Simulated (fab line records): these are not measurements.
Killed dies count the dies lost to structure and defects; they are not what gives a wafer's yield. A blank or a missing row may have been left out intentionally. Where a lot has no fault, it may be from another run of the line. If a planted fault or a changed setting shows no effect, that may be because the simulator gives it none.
Struck lot and sound lot, side by side -- flow gf180mcu -- 15 steps out of a route of 602
Sound: the wafers L939.3, L939.5, L939.6. Wafers L951.2, L951.3, L951.5 were the ones struck. At the end, the cause is stated.
Per side, at each step with rows, come the tool, then ch with its chambers, and then its first start. Under that, the readings that differ: sound wafers -- struck wafers -- difference of the means -- sigmas: that difference in standard deviations of wafers without a fault.
alike: a reading whose means differ by less than 2 such deviations, as well as words and numbers matching on both sides. not compared: withheld readings; readings where some wafer has no value; bounds like >300 that might hide an equal value; numbers whose values overlap and for which the record gives no deviation.
Wherever a step has rows on one side only, a row that says differs or no value, or a row with sigmas, the two part there. When numbers do not overlap yet have no deviation, they are printed without sigmas and do not part them. A reading that every wafer of one side lacks parts them only if that side has two wafers or more.

first, 6 steps without rows for these wafers: GF_M3_HMDS_08 (prime time 60 s); GF_M3_COAT_09 (resist thk 1000 nm); GF_M3_SOFTBAKE_10 (time 60 s); GF_M3_EXPOSE_11 (exposes mask Metal3, target cd 280 nm); GF_M3_PEB_12 (peb time 90 s); GF_M3_DEVELOP_13 (develop time 60 s).
GF_M3_CD_MEAS_14: target cd 280 nm.
  sound on cd sem-02, day 24 21:12; struck on cd sem-02, day 28 16:30
  alike: cd nm
GF_M3_OVL_MEAS_15:
  sound on overlay-02, day 24 21:17; struck on overlay-02, day 28 16:37
  alike: M3_OVL
GF_M3_METAL_ETCH_16: etches the open film in Cl2/BCl3, stops on SiO2, target depth 750.8 nm, time 125.1 s.
  sound on rie metal-02 ch 0,1, day 24 21:22; struck on rie metal-02 ch 0,1, day 28 16:38
  alike: drypump motor current A, oes product au, throttle valve pct
  not compared: rf hours counter h
GF_M3_STRIP_17: strips in O2/N2.
  sound on plasma asher-04 ch 0,1, day 24 21:29; struck on plasma asher-02 ch 0,1, day 28 16:46
  alike: drypump motor current A, heater power w, oes product au, strip time to endpoint s
  not compared: rf hours counter h
then, 2 steps without rows for these wafers: GF_M3_STRIP_18 (strips in post etch residue remover, time 1200 s); GF_M3_CLEAN_19 (cleans in DIW).
GF_V3_CVD_00: deposits SiO2, target thk 600 nm, time 100 s.
  sound on hdpcvd-02 ch 0,1, day 24 21:59; struck on hdpcvd-01 ch 0,1, day 28 17:18
reading,sound,struck,difference,sigmas
sih4 flow sccm (sccm),59.94 60.11 60.04,50.80 51.14 50.74,-9.14,-54
model.SiO2_of_V3_CVD_00.thk nm (nm),598.9 603.7 602.4,510.8 510.3 513.2,-90.2,
GF_V3_THK_MEAS_01:
  sound on film metro-03, day 24 22:04; struck on film metro-01, day 28 17:23
reading,sound,struck,difference,sigmas
V3_CVD_00_THK (nm),599 603 602,511 510 513,-90,-14
GF_V3_CVD_02: deposits SiO2 from TEOS, target thk 850 nm, time 94.851 s.
  sound on pecvd-02 ch 1,2, day 24 22:07; struck on pecvd-01 ch 0,2, day 28 17:26
  alike: heater power w

== WHERE THEY PART ==
Last at GF_V3_THK_MEAS_01 as far as this record goes, first at GF_V3_CVD_00. Later steps at which nothing parts them and some readings are alike: GF_V3_CVD_02.

WHY: whatever the simulator had introduced
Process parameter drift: hdpcvd-01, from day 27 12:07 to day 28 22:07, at GF_V3_CVD_00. From 60, the setting sih4 flow sccm moved by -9. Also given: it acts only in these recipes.
